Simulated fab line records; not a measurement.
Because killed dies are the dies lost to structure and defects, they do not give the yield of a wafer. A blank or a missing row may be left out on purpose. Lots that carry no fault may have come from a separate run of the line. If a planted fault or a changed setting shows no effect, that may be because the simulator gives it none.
One fault through the eyes of 2 desks / flow gf180mcu / each desk has only its own numbers; what lay behind them comes last

THE METROLOGY DESK
Means of the sampled wafers that have a number, per lot and without regard to the tool the lot ran on: this is what the gauges read. Any lot whose mean is over 4 standard deviations away from the usual mean is out of limits and marked OUT; that distance is given in the brackets.
Columns: A = POLY_GATE_CVD_00_THK at GF_POLY_GATE_THK_MEAS_01, usual 199.9 nm; B = cdNm at GF_POLY_GATE_CD_MEAS_10, usual 279.9 nm; C = POLY_GATE_OVL at GF_POLY_GATE_OVL_MEAS_11, usual -1 nm
lot=L378; first seen here=day 8 16:43; A=199.0; B=280.2; C=2
lot=L381; first seen here=day 9 13:50; A=201.8; B=279.6; C=-8
lot=L391; first seen here=day 12 15:46; A=199.2; B=279.4; C=6
lot=L392; first seen here=day 13 01:40; A=198.0; B=279.9; C=4
lot=L393; first seen here=day 13 07:13; A=197.6; B=279.4; C=-2
lot=L396; first seen here=day 14 12:33; A=200.6; B=279.6; C=-0
lot=L397; first seen here=day 14 22:08; A=201.8; B=277.2; C=-7
This desk's verdict: no lot among the 7 shows anything out of limits.

THE TOOL OWNER'S DESK: rieSi-01
The tool's own readings at GF_POLY_GATE_ETCH_13 (etches poly-Si in HBr/Cl2, stops on SiO2, target depth 198.5 nm, time 69.6 s): means of the sampled wafers that have a number, for each lot that ran on this tool. Any lot whose mean is over 4 standard deviations away from the usual mean is out of limits and marked OUT; that distance is given in the brackets.
Columns: A = HBr_flow_sccm at GF_POLY_GATE_ETCH_13, usual 149.9 sccm; B = biasW at GF_POLY_GATE_ETCH_13, usual 100.0 W; C = drypumpMotorCurrentA at GF_POLY_GATE_ETCH_13, usual 5.7 A; D = oesProductAu at GF_POLY_GATE_ETCH_13, usual 0.991 a.u.; E = runLengthS at GF_POLY_GATE_ETCH_13, usual 98.1 s; F = throttleValvePct at GF_POLY_GATE_ETCH_13, usual 33.685 %
lot=L378; first seen here=day 9 10:00; A=149.6; B=99.7; C=5.3; D=0.994; E=98.4; F=33.682
lot=L391; first seen here=day 13 11:03; A=150.4; B=99.9; C=5.2; D=0.994; E=91.7 (-9.0) OUT; F=33.690
lot=L392; first seen here=day 13 19:41; A=149.2; B=100.4; C=5.5; D=0.996; E=91.0 (-9.9) OUT; F=33.679
lot=L393; first seen here=day 14 03:33; A=149.6; B=99.7; C=5.5; D=0.998; E=91.0 (-10) OUT; F=33.686
This desk's verdict: out of limits on L391, L392, L393, starting with L391 at day 13 11:03 (runLengthS at GF_POLY_GATE_ETCH_13). L378: within limits.

BROUGHT TOGETHER
The tool owner's desk could have raised an alarm at day 13 11:03, on L391, L392, L393.
At the metrology desk, nothing out of limits was observed.
The metrology desk holds a record of L391, L392, L393, inside its limits.
The lots listed all ran GF_POLY_GATE_ETCH_13 on rieSi-01.

WHAT WAS PUT IN BY THE SIMULATOR
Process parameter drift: rieSi-01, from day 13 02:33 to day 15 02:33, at GF_POLY_GATE_ETCH_13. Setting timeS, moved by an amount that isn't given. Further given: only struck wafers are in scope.
Struck lots among those shown: L391, L392, L393.
Delay in hours, fault start to first out-of-limits reading, by desk: the tool owner's desk at 8.
